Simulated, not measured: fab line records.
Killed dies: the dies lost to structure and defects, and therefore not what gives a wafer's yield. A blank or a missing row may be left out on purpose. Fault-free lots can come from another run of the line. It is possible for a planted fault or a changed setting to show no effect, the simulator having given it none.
Lot-split experiment ; flow sfqLine ; on a route of 325 steps: 5 lots, 23 wafers read

## THE SPLIT ITSELF
At SFQ_TRILAYER_I6_DEP_PECVD_165 (deposits SiO2 from SiH4/N2O, time 111.11 s, target thk 500 nm), the setting timeS was moved away from the recipe's 111.11 s on 5 of the 23 wafers read, by +4.9% to +11.5%. The other wafers ran this setting at the recipe's value.

The reading is taken at the split's own step.

## THE READING
SiO2_of_TRILAYER_I6_DEP_PECVD_165.thkNm (the simulator's own value, which no gauge read), in nm, at SFQ_TRILAYER_I6_DEP_PECVD_165 (deposits SiO2 from SiH4/N2O, time 111.11 s, target thk 500 nm). No usual value for it is given in the file. Average 502.4 nm, standard deviation 7 nm, over the 18 wafers here run with the recipe.

wafer;tool, chamber at the split;timeS as run, s;against the recipe;SiO2_of_TRILAYER_I6_DEP_PECVD_165.thkNm, nm;against lot-mates on the recipe
L076.1;pecvd-04, 1;111.11;recipe;505.7;-
L076.2;pecvd-04, 0;111.11;recipe;496;-
L076.3;pecvd-04, 2;111.11;recipe;505.2;-
L076.4;pecvd-04, 0;111.11;recipe;495.7;-
L076.5;pecvd-04, 2;111.11;recipe;514.4;-
L077.1;pecvd-03, 0;111.11;recipe;483.6;-
L077.2;pecvd-03, 2;111.11;recipe;497.6;-
L077.4;pecvd-03, 0;111.11;recipe;497.5;-
L077.5;pecvd-03, 2;111.11;recipe;503.9;-
L077.6;pecvd-03, 1;111.11;recipe;509.4;-
L078.1;pecvd-04, 0;116.6;+4.9%;517.9;+12.2
L078.2;pecvd-04, 1;111.11;recipe;499.2;-
L078.3;pecvd-04, 2;116.6;+4.9%;528;+22.3
L078.4;pecvd-04, 0;111.11;recipe;506.3;-
L078.6;pecvd-04, 1;111.11;recipe;511.6;-
L082.2;pecvd-02, 1;111.11;recipe;504;-
L082.4;pecvd-02, 1;111.11;recipe;507.6;-
L082.6;pecvd-02, 0;111.11;recipe;505.7;-
L083.2;pecvd-03, 0;123.9;+11.5%;549.6;+50.0
L083.3;pecvd-03, 1;111.11;recipe;496.8;-
L083.4;pecvd-03, 1;123.9;+11.5%;564.9;+65.3
L083.5;pecvd-03, 2;123.9;+11.5%;564.7;+65.1
L083.6;pecvd-03, 0;111.11;recipe;502.4;-

FIT RESULTS
A straight line over all 23 wafers: SiO2_of_TRILAYER_I6_DEP_PECVD_165.thkNm changes by +4.92 nm for each +1% of timeS; r = +0.94; the points scatter about the line by 7.3 nm.
The same after taking each lot's own level away (the mean of its wafers on the recipe; 23 wafers): +5.08 nm for each +1%; r = +0.95; scatter 7.1 nm.
The reading moves by 58 nm for the largest change in timeS, on that fit.
The lots' own levels span 498.40 to 505.77 nm, that is 1.1 times the standard deviation above.
The two slopes agree, so the slope changes little with the lot-to-lot level.
Check: with one of the wafers moved furthest among these (+11.5%) left out of the fit, the line predicts +61.4 nm for it against its lot-mates. It came out at +50 nm against them.

## THE WHOLE CHAIN: every reading that the file lists as answering this split, in the file's order
step;what it does;reading;change (the file's fit);r (the file's)
SFQ_TRILAYER_I6_DEP_PECVD_165;deposits SiO2 from SiH4/N2O, time 111.11 s, target thk 500 nm;SiO2_of_TRILAYER_I6_DEP_PECVD_165.thkNm (the simulator's own value, which no gauge read);+4.96 nm for each +1% of the setting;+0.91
SFQ_TRILAYER_I6_CMP_CMP_166;polishes SiO2;timeToEndpointS;withheld for each +1% of the setting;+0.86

## FILE'S OWN FIT
SiO2_of_TRILAYER_I6_DEP_PECVD_165.thkNm changes by +4.96 nm for each +1% of timeS, r = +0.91.
